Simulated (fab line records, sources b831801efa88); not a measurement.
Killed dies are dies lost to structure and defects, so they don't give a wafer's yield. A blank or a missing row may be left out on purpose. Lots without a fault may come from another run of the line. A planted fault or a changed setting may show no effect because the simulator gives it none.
One fault seen from 2 desks | flow sky130 | each desk has only its own numbers; what lay behind them comes last

THE METROLOGY DESK
What the gauges read, lot by lot, whatever tool the lot ran on: means of the sampled wafers that have a number. A lot is out of limits, marked OUT, if its mean lies more than 4 standard deviations from the usual mean; the brackets give that distance.
Columns: A = VT_ADJUST_NCORE_TW at SKY_VT_ADJUST_NCORE_TW_MEAS_11, usual 219.1
lot  | first seen here | A
L450 | day 8 16:56     | 216.1
L452 | day 9 04:41     | 216.9
L451 | day 9 07:05     | 223.6
L453 | day 9 09:32     | 223.9
L454 | day 9 15:58     | 223.8
L456 | day 10 19:59    | 218.0
L459 | day 11 09:34    | 223.3
L461 | day 11 21:12    | 222.9
L466 | day 13 04:25    | 216.1
L471 | day 14 15:40    | 217.6
L472 | day 15 05:07    | 216.2
L473 | day 15 10:38    | 216.0
This desk's finding: nothing out of limits on any of the 12 lots.

THE TOOL OWNER'S DESK: implanter-01
The tool's own readings at SKY_LDD_HVN_IMPLANT_08: means of the sampled wafers that have a number, for each lot that ran on this tool. A lot is out of limits, marked OUT, if its mean lies more than 4 standard deviations from the usual mean; the brackets give that distance.
Columns: A = beam_energy_keV at SKY_LDD_HVN_IMPLANT_08, usual 60.002; B = beam_on_s at SKY_LDD_HVN_IMPLANT_08, usual 9.99 s
lot  | first seen here | A                        | B
L450 | day 20 07:49    | 60.009                   | 9.98
L452 | day 20 21:37    | 60.001                   | 10.13
L451 | day 21 07:32    | 60.018                   | 10.11
L453 | day 21 10:43    | 59.997                   | 10.17
L454 | day 21 17:05    | 60.010                   | 10.19
L456 | day 23 11:18    | 61.949 (+99 or more) OUT | 10.00
L459 | day 24 04:49    | 61.943 (+99 or more) OUT | 9.92
L473 | day 28 08:31    | 60.010                   | 9.96
This desk's finding: out of limits on L456, L459; first on L456, day 23 11:18 (beam_energy_keV at SKY_LDD_HVN_IMPLANT_08). In limits: L450, L452, L451, L453, L454, L473.

PUT TOGETHER
The tool owner's desk could have raised an alarm at day 23 11:18, on L456, L459.
The metrology desk saw nothing out of limits.
The metrology desk has L456, L459 on record, within its limits.
Of the lots named, all ran SKY_LDD_HVN_IMPLANT_08 on implanter-01.

WHAT THE SIMULATOR HAD PUT IN
Process parameter drift: implanter-01, from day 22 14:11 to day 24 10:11, at SKY_LDD_HVN_IMPLANT_08. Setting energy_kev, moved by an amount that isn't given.
Lots struck among those shown: L456, L459.
Hours from the fault's start to each desk's first reading out of limits: the tool owner's desk, 21.
